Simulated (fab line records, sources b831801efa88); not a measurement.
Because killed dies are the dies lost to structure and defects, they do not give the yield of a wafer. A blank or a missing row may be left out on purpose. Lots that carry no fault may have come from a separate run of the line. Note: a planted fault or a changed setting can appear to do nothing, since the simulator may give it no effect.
A lot that was struck, set against a sound lot || flow sky130 || 15 out of 708 route steps
Sound: the wafers L366.2, L366.3, L366.4. Struck: wafer L358.6. (L358.1, L358.4 of the same lot were not struck and are left out.) The cause comes at the end.
Per side, at each step with rows, come the tool, then ch with its chambers, and then its first start. Under that, the readings that differ: sound wafers || struck wafers || difference of the means || sigmas: that difference in standard deviations of wafers without a fault.
alike: readings with means less than 2 such deviations apart, plus words and numbers identical on both sides. not compared: withheld readings, readings lacking a value on some wafer, bounds such as >300 that could conceal the same value, and numbers that have no deviation in the record and whose values overlap.
A row with sigmas, a row that says differs or no value, or rows on one side alone: a step with any of these is where the two part. When numbers do not overlap yet have no deviation, they are printed without sigmas and do not part them. Lack of a reading on every wafer of one side parts them only where that side has two or more wafers.

SKY_METAL4_METAL_ETCH_18: etches the open film in Cl2/BCl3, stops on SiO2, target depth 845 nm, time 183.1 s.
  sound on rie-metal-01 ch 0,1, day 47 10:04; struck on rie-metal-04 ch 0, day 45 17:44
{"reading": "bias-w (W)", "sound": "48.49 48.36 48.47", "struck": 48.16, "difference": -0.28, "sigmas": -2}
{"reading": "throttle-valve-pct (%)", "sound": "22.266 22.248 22.270", "struck": 22.288, "difference": "+0.027", "sigmas": "+3"}
  alike: chamber-pressure-mTorr, drypump-motor-current-A, oes-product-au
  not compared: rf-hours-counter-h
SKY_METAL4_STRIP_19: strips in O2/N2.
  sound on plasma-asher-02 ch 0,1, day 47 10:14; struck on plasma-asher-01 ch 0, day 45 17:55
  alike: chamber-pressure-mTorr, drypump-motor-current-A, oes-product-au, strip-time-to-endpoint-s
  not compared: rf-hours-counter-h
then, 4 steps without rows for these wafers: SKY_METAL4_STRIP_20 (strips in post etch residue remover, time 1200 s); SKY_METAL4_CLEAN_21 (cleans in IPA, time 180 s); SKY_METAL4_CLEAN_22 (cleans in O3/DIW); SKY_VIA4_HDPCVD_00 (deposits SiO2, target thk 1750 nm, time 291.7 s).
SKY_VIA4_THK_MEAS_01:
  sound on film-metro-02, day 47 11:01; struck on film-metro-02, day 45 18:41
  alike: VIA4_HDPCVD_THK
SKY_VIA4_CMP_02: polishes SiO2.
  sound on cmp-01 ch 0,1,3, day 47 11:04; struck on cmp-01 ch 0, day 45 18:59
  alike: motor-current-A
SKY_VIA4_BOW_MEAS_03:
  sound on film-metro-03, day 47 11:23; struck on film-metro-01, day 45 19:11
{"reading": "VIA4_BOW (um)", "sound": "66 67 74", "struck": 96, "difference": "+27", "sigmas": "+3"}
then, 3 steps without rows for these wafers: SKY_VIA4_DEHYDRATE_04 (time 60 s); SKY_VIA4_HMDS_05 (prime time 60 s); SKY_VIA4_COAT_06 (resist thk 1140 nm).
SKY_VIA4_SOFTBAKE_07: time 60 s.
  sound on litho-track-03 ch 0, day 47 22:04; struck on litho-track-01 ch 0, day 46 05:46
{"reading": "run-length-s (s)", "sound": "89.42 89.43 89.34", "struck": 96.32, "difference": "+6.92", "sigmas": "+35"}
then, 1 step without rows for these wafers: SKY_VIA4_EXPOSE_08 (exposes mask VIM4, target cd 800 nm).
-- the record jumps here: 3 days lie between the struck wafers' starts before and after (it left off in module VIA4 and takes up again in module PAD_OPEN, whose first step shown is number 708 of the route) --
SKY_PAD_OPEN_PROBE_99:
  sound on prober-01, day 50 22:00; struck on prober-01, day 49 12:03
{"reading": "sort_bin_3_pad_short (%)", "sound": "0.2 1.0 0.8", "struck": 1.6, "difference": "+0.9", "sigmas": "+2"}
{"reading": "sort_bin_6_memory (%)", "sound": "5.9 5.7 6.3", "struck": 8.3, "difference": "+2.3", "sigmas": "+2"}
  alike: defect-limited-yield, killed_at_M0_to_M3, killed_at_M4_up, killed-at-contacts, killed-at-front-end, killed-at-other, killed-dies, killed-on-rim, killed-open, killed-short, sort_bin_5_function, sort-n-pass, sort-yield-pct

== WHERE THEY PART ==
First at SKY_METAL4_METAL_ETCH_18; last, within this record, at SKY_PAD_OPEN_PROBE_99.

WHY: what had been put in by the simulator
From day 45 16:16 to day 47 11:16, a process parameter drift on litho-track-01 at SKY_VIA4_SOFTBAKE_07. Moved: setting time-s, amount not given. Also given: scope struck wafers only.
